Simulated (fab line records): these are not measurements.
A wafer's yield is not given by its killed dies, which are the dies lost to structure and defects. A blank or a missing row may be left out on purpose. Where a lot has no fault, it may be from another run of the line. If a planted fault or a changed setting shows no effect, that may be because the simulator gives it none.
Chamber matching -- flow sky130 -- SKY_VIA1_ETCH_15 on rie diel-01: 4 sister chambers
The step etches SiO2 in C4F8/O2/Ar, stops on TiN, target depth 351 nm, time 54 s. 4 wafers are shown with their chamber, then 8 later ones without.

WAFERS WITH THEIR CHAMBER
wafer,chamber,chamber pressure mTorr (mTorr)
L846.5,1,39.93
L849.1,2,39.97
L849.2,3,40.01
L851.1,0,40.05

WAFERS MISSING THEIR CHAMBER
wafer,chamber pressure mTorr (mTorr)
L851.2,40.04
L851.6,39.97
L863.3,39.98
L863.4,40.03
L863.5,40.03
L865.2,39.98
L865.5,39.99
L865.6,40.03

WHICH CHAMBER EACH WENT THROUGH
wafer,from the rows above,in truth
L851.2,can't be placed: 0 or 3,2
L851.6,2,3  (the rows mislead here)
L863.3,can't be placed: 2 or 3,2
L863.4,can't be placed: 0 or 3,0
L863.5,can't be placed: 0 or 3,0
L865.2,can't be placed: 2 or 3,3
L865.5,can't be placed: 3 or 2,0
L865.6,can't be placed: 0 or 3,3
Placed correctly: 0 of 8. These rows do not allow placing 7 (true chamber among the candidates in 5). Placed wrongly: 1.
How it was worked out, from the rows above alone: a wafer's distance from a chamber is the root of the sum, over the readings, of the square of ((its reading less the chamber's mean) divided by the reading's scatter). If the next closest chamber is less than 2 further off than the closest, the wafer can't be placed; otherwise it belongs to the closest. A chamber's mean is the mean of its shown wafers. The scatter: root of mean squared gap, hidden wafer to nearest shown wafer, with one shown wafer a chamber.
